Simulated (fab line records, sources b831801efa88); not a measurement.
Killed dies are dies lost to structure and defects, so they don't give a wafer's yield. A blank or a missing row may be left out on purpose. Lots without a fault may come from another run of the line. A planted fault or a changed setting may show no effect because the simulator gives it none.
A struck lot beside a sound one | flow sky130 | 21 steps out of a route of 708
Sound: wafers L394.3, L394.5, L394.6. Struck: wafers L403.3, L403.4, L403.5. The cause comes at the end.
At each step with rows: each side's tool, then ch and its chambers, then its first start. Under that, the readings that differ: sound wafers | struck wafers | difference of the means | sigmas: that difference in standard deviations of wafers without a fault.
alike: readings whose means differ by less than 2 such deviations, and words and numbers that are the same on both sides. not compared: withheld readings, readings that some wafer has no value for, bounds like >300 that may hide the same value, and numbers for which the record gives no deviation and whose values overlap.
The two part at a step that has a row with sigmas, a row that says differs or no value, or rows on one side only. Numbers that don't overlap but have no deviation are shown without sigmas and don't part them. A reading that every wafer of one side lacks parts them only if that side has two wafers or more.

first, 1 step without rows for these wafers: SKY_GATE_OXIDE_DEVELOP_09 (develop time 60 s).
SKY_GATE_OXIDE_OVL_MEAS_10:
  sound on overlay-01, day 17 18:22; struck on overlay-02, day 21 17:52
  alike: GATE_OXIDE_OVL
then, 2 steps without rows for these wafers: SKY_GATE_OXIDE_IMPLANT_11; SKY_GATE_OXIDE_WET_ETCH_12 (etches SiO2 in dHF, target depth 16.8 nm, time 336 s).
SKY_GATE_OXIDE_STRIP_13: strips in O2/N2.
  sound on plasma_asher-03 ch 0,1, day 17 18:40; struck on plasma_asher-02 ch 0,1, day 21 18:16
  reading                      | sound             | struck            | difference | sigmas
  strip_time_to_endpoint_s (s) | 14.16 14.17 14.20 | 14.08 14.09 14.07 | -0.10      | -2
  alike: drypump_motor_current_A, oes_product_au
  not compared: rf_hours_counter_h
SKY_GATE_OXIDE_TW_MEAS_14:
  sound on film_metro-03, day 17 18:46; struck on film_metro-04, day 21 18:22
  alike: GATE_OXIDE_TW
then, 3 steps without rows for these wafers: SKY_GATE_OXIDE_CLEAN_15 (cleans in SC1/SC2, time 150 s); SKY_GATE_OXIDE_OXIDATION_16 (stabilise 600 s, purge 300 s, target thk 3.57 nm); SKY_POLY_GATE_CVD_00 (deposits poly-Si, target thk 180 nm, time 720 s).
SKY_POLY_GATE_THK_MEAS_01:
  sound on film_metro-01, day 17 22:32; struck on film_metro-01, day 21 22:12
  alike: POLY_GATE_CVD_00_THK
then, 2 steps without rows for these wafers: SKY_RES_PROTECT_DEHYDRATE_00 (time 60 s); SKY_RES_PROTECT_HMDS_01 (prime time 60 s).
SKY_RES_PROTECT_COAT_02: resist thk 1140 nm.
  sound on litho_track-01 ch 0, day 18 11:24; struck on litho_track-01 ch 0, day 22 12:57
  reading                                          | sound                | struck               | difference | sigmas
  spin_speed_rpm (rpm)                             | 2995.6 2993.8 2996.3 | 2911.6 2913.5 2912.9 | -82.6      | -32
  model.NOVOLAK_of_RES_PROTECT_COAT_02.thk_nm (nm) | 1141 1141 1140       | 1161 1161 1161       | +20        |
then, 3 steps without rows for these wafers: SKY_RES_PROTECT_SOFTBAKE_03 (time 60 s); SKY_RES_PROTECT_EXPOSE_04 (exposes mask RPM, target cd 1270 nm); SKY_RES_PROTECT_PEB_05.
SKY_RES_PROTECT_DEVELOP_06: develop time 60 s.
  sound on litho_track-01 ch 0, day 19 00:06; struck on litho_track-01 ch 0, day 23 03:57
  reading                                          | sound          | struck         | difference | sigmas
  model.NOVOLAK_of_RES_PROTECT_COAT_02.thk_nm (nm) | 1141 1141 1139 | 1161 1161 1160 | +20        |
  alike: developer_temp_C
then, 1 step without rows for these wafers: SKY_POLY_GATE_IMPLANT_02.
SKY_RES_PROTECT_STRIP_07: strips in O2/N2.
  sound on plasma_asher-03 ch 0,1, day 19 00:23; struck on plasma_asher-02 ch 0,1, day 23 04:14
  reading                      | sound             | struck            | difference | sigmas
  strip_time_to_endpoint_s (s) | 23.29 23.30 23.30 | 23.47 23.52 23.45 | +0.18      | +5
  alike: drypump_motor_current_A, oes_product_au
  not compared: rf_hours_counter_h
SKY_RES_PROTECT_TW_MEAS_08:
  sound on film_metro-01, day 19 00:28; struck on film_metro-04, day 23 04:19
  reading      | sound          | struck         | difference | sigmas
  POLY_GATE_TW | 3968 3982 3968 | 4123 4128 4080 | +138       | +3
-- the record jumps here: 28 days lie between the struck wafers' starts before and after (it left off in module RES_PROTECT and takes up again in module PAD_OPEN, whose first step shown is number 708 of the route) --
SKY_PAD_OPEN_PROBE_99:
  sound on prober-02, day 48 14:20; struck on prober-02, day 50 19:07
  alike: killed_at_M0_to_M3, killed_at_M4_up, killed_at_contacts, killed_at_front_end, killed_at_other, killed_dies, killed_open, killed_short

WHERE THEY PART
First at SKY_GATE_OXIDE_STRIP_13; last, within this record, at SKY_RES_PROTECT_TW_MEAS_08. Later steps at which nothing parts them and some readings are alike: SKY_PAD_OPEN_PROBE_99.

WHY: what the simulator had put in
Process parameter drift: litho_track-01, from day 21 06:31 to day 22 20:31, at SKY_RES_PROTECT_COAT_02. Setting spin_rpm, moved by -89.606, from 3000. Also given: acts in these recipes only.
